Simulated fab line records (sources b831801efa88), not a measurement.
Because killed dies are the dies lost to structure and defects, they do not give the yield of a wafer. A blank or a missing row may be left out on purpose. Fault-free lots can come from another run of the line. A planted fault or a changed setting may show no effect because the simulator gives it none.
A lot that was struck, set against a sound lot | flow sky130 | 45 steps out of a route of 708
Sound: wafers L976.1, L976.3, L976.6. The struck wafers were L964.2, L964.5, L964.6. The cause is named last.
Each step with rows lists, per side, the tool, then ch with its chambers, then its first start. Under that, the readings that differ: sound wafers | struck wafers | difference of the means | sigmas: that difference in standard deviations of wafers without a fault.
alike: words and numbers the same on both sides, and readings whose means are apart by under 2 such deviations; not compared: readings that were withheld, readings missing a value for some wafer, numbers with overlapping values and no deviation given by the record, and bounds like >300 which may hide the same value.
The two part at a step that has a row with sigmas, a row that says differs or no value, or rows on one side only. When numbers do not overlap yet have no deviation, they are printed without sigmas and do not part them. A reading that every wafer of one side lacks parts them only if that side has two wafers or more.

SKY_POLY_GATE_THK_MEAS_01:
  sound on filmMetro-03 at day 20 05:23; struck on filmMetro-01 at day 16 00:03
  alike: POLY_GATE_CVD_00_THK
then, 8 steps without rows for these wafers: SKY_RES_PROTECT_DEHYDRATE_00 (time 60 s); SKY_RES_PROTECT_HMDS_01 (prime time 60 s); SKY_RES_PROTECT_COAT_02 (resist thk 1140 nm); SKY_RES_PROTECT_SOFTBAKE_03 (time 60 s); SKY_RES_PROTECT_EXPOSE_04 (exposes mask RPM, target cd 1270 nm); SKY_RES_PROTECT_PEB_05; SKY_RES_PROTECT_DEVELOP_06 (develop time 60 s); SKY_POLY_GATE_IMPLANT_02.
SKY_RES_PROTECT_STRIP_07: strips in O2/N2.
  sound on plasmaAsher-03 ch 1, day 21 12:06; struck on plasmaAsher-04 ch 0,1, day 17 04:18
  alike: drypumpMotorCurrentA, oesProductAu, stripTimeToEndpointS
  not compared: rfHoursCounterH
SKY_RES_PROTECT_TW_MEAS_08:
  sound on filmMetro-02 at day 21 12:12; struck on filmMetro-02 at day 17 04:25
  alike: POLY_GATE_TW
then, 1 step without rows for these wafers: SKY_RES_PROTECT_CLEAN_09 (cleans in SC1/SC2, time 150 s).
SKY_POLY_GATE_CVD_03: deposits Si3N4 from DCS/NH3, target thk 75 nm, time 1290 s.
  sound on lpcvd-02 ch 1, day 21 12:22; struck on lpcvd-02 ch 1, day 17 05:13
reading                                    | sound             | struck            | difference | sigmas
spikeTcBottomC (C)                         | 793.5 794.0 792.3 | 797.8 797.9 799.3 | +5.1       | +2
spikeTcCentreC (C)                         | 772.1 774.0 774.0 | 776.1 775.9 776.5 | +2.8       | +2
spikeTcLowerC (C)                          | 771.1 772.0 771.3 | 735.3 734.8 732.6 | -37.2      | -34
zonePowerBottomPct (%)                     | 18.9 19.2 18.6    | 22.4 23.1 23.0    | +3.9       | +4
zonePowerLowerPct (%)                      | 10.87 11.00 11.06 | 2.16 2.15 2.14    | -8.83      | -40
model.Si3N4_of_POLY_GATE_CVD_03.thkNm (nm) | 74.74 74.73 74.52 | 55.31 55.19 57.38 | -18.70     | 
  alike: pressureMtorr, susceptorTempC
SKY_POLY_GATE_THK_MEAS_04:
  sound on filmMetro-03 at day 21 15:25; struck on filmMetro-03 at day 17 06:35
reading                   | sound          | struck         | difference | sigmas
POLY_GATE_CVD_03_THK (nm) | 74.7 74.7 74.5 | 55.3 55.2 57.4 | -18.7      | -27
then, 8 steps without rows for these wafers: SKY_POLY_GATE_DEHYDRATE_05 (time 60 s); SKY_POLY_GATE_HMDS_06 (prime time 60 s); SKY_POLY_GATE_COAT_07 (resist thk 110 nm); SKY_POLY_GATE_COAT_08 (resist thk 450 nm); SKY_POLY_GATE_SOFTBAKE_09 (time 90 s); SKY_POLY_GATE_EXPOSE_10 (exposes mask P1M, target cd 150 nm); SKY_POLY_GATE_PEB_11; SKY_POLY_GATE_DEVELOP_12 (develop time 60 s).
SKY_POLY_GATE_CD_MEAS_13 targets a cd of 150 nm.
  sound on cdSem-01 at day 22 21:45; struck on cdSem-02 at day 18 12:23
  alike: cdNm
SKY_POLY_GATE_OVL_MEAS_14:
  sound on overlay-02 at day 22 21:52; struck on overlay-01 at day 18 12:29
reading            | sound | struck   | difference | sigmas
POLY_GATE_OVL (nm) | 8 3 6 | -3 -9 -9 | -13        | -2
SKY_POLY_GATE_ETCH_15: etches BARC in N2/H2, stops on SiO2, time 118.5 s, target depth 110 nm.
  sound on rieDiel-04 ch 1,2,3, day 22 21:55; struck on rieDiel-01 ch 0,1,3, day 18 12:31
  alike: drypumpMotorCurrentA, oesProductAu, throttleValvePct
  not compared: rfHoursCounterH
SKY_POLY_GATE_ETCH_16: etches Si3N4 in CH3F/O2, stops on poly-Si, time 147.5 s, target depth 75 nm.
  sound on rieDiel-04 ch 1,2,3, day 22 21:59; struck on rieDiel-01 ch 0,1,3, day 18 12:36
reading                 | sound             | struck            | difference | sigmas
oesProductAu (a.u.)     | 0.629 0.643 0.642 | 0.569 0.575 0.577 | -0.064     | -12
model.etch.depthNm (nm) | 74.74 74.73 74.52 | 55.31 55.19 57.38 | -18.70     | 
  alike: drypumpMotorCurrentA, throttleValvePct
  not compared: rfHoursCounterH
SKY_POLY_GATE_ETCH_17: etches poly-Si in HBr/Cl2, stops on SiO2, target depth 180 nm, time 70.5 s.
  sound on rieSi-01 ch 0,1, day 22 22:05; struck on rieSi-01 ch 0,1,2, day 18 12:42
  alike: drypumpMotorCurrentA, oesProductAu, throttleValvePct
  not compared: rfHoursCounterH
SKY_POLY_GATE_STRIP_18: strips in O2/N2.
  sound on plasmaAsher-01 ch 1, day 22 22:08; struck on plasmaAsher-04 ch 0,1, day 18 12:45
reading                  | sound       | struck      | difference | sigmas
drypumpMotorCurrentA (A) | 4.8 4.8 4.8 | 6.8 6.8 5.8 | +1.7       | +2
  alike: oesProductAu, stripTimeToEndpointS
  not compared: rfHoursCounterH
then, 2 steps without rows for these wafers: SKY_POLY_GATE_CLEAN_19 (cleans in SC1/SC2, time 150 s); SKY_POLY_GATE_OXIDATION_20 (stabilise 600 s, purge 300 s, target thk 4 nm).
SKY_POLY_GATE_THK_MEAS_21:
  sound on filmMetro-04 at day 22 23:32; struck on filmMetro-01 at day 18 14:56
  alike: POLY_GATE_OXIDATION_THK
SKY_POLY_GATE_CD_MEAS_22:
  sound on cdSem-01 at day 22 23:36; struck on cdSem-02 at day 18 15:01
  alike: cdNm
then, 7 steps without rows for these wafers: SKY_LDD_N_DEHYDRATE_00 (time 60 s); SKY_LDD_N_HMDS_01 (prime time 60 s); SKY_LDD_N_COAT_02 (resist thk 300 nm); SKY_LDD_N_SOFTBAKE_03 (time 60 s); SKY_LDD_N_EXPOSE_04 (exposes mask NTM, target cd 840 nm); SKY_LDD_N_PEB_05; SKY_LDD_N_DEVELOP_06 (develop time 60 s).
SKY_LDD_N_OVL_MEAS_07:
  sound on overlay-02 at day 24 05:24; struck on overlay-02 at day 19 21:19
reading        | sound       | struck         | difference | sigmas
LDD_N_OVL (nm) | 1.8 2.0 1.7 | -1.4 -1.3 -1.1 | -3.1       | -2
then, 2 steps without rows for these wafers: SKY_LDD_N_IMPLANT_08; SKY_LDD_N_IMPLANT_09.
-- here the record skips 5 days between the struck wafers' starts before and after, leaving off in module LDD_N and picking up in module LDD_LDN (first step shown: number 303 of the route) --
SKY_LDD_LDN_CLEAN_14: cleans in SC1/SC2, time 150 s.
  sound on wetBench-03 ch 2, day 29 03:33; struck on wetBench-04 ch 1, day 25 00:36
reading                                    | sound             | struck            | difference | sigmas
model.Si3N4_of_POLY_GATE_CVD_03.thkNm (nm) | 74.61 74.59 74.39 | 55.18 55.06 57.24 | -18.70     | 
  alike: bathHeatDutyPct
SKY_POLY_CUT_ETCH_11: etches Si3N4 in CF4/CH2F2/Ar, stops on poly-Si, time 42.5 s, target depth 60 nm.
  sound on rieDiel-02 ch 1,2,3, day 30 08:54; struck on rieDiel-04 ch 0,1,2, day 26 10:48
reading                            | sound                | struck               | difference | sigmas
oesProductAu (a.u.)                | 0.824 0.825 0.827    | 0.707 0.711 0.728    | -0.110     | -17
throttleValvePct (%)               | 14.999 15.014 15.007 | 14.995 14.975 14.982 | -0.023     | -2
model.etch.depthNm (nm)            | 61.71 61.57 61.61    | 45.74 45.71 47.43    | -15.34     | 
model.POLY_CUT.featureDepthNm (nm) | 61.71 61.57 61.61    | 45.74 45.71 47.43    | -15.34     | 
  alike: drypumpMotorCurrentA, mfcArSccm
  not compared: rfHoursCounterH
-- here the record skips 21 days between the struck wafers' starts before and after, leaving off in module POLY_CUT and picking up in module PAD_OPEN (first step shown: number 708 of the route) --
SKY_PAD_OPEN_PROBE_99:
  sound on prober-02 at day 50 00:44; struck on prober-02 at day 47 15:02
  alike: killed_at_M0_to_M3, killed_at_M4_up, killedAtContacts, killedAtFrontEnd, killedAtOther, killedDies, killedOpen, killedShort

## WHERE THEY PART
Last at SKY_POLY_CUT_ETCH_11 as far as this record goes, first at SKY_POLY_GATE_CVD_03. Later steps at which nothing parts them and some readings are alike: SKY_PAD_OPEN_PROBE_99.

WHY: what the simulator had put in
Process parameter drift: lpcvd-02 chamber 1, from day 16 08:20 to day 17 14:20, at SKY_POLY_GATE_CVD_03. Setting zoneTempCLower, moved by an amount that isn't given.
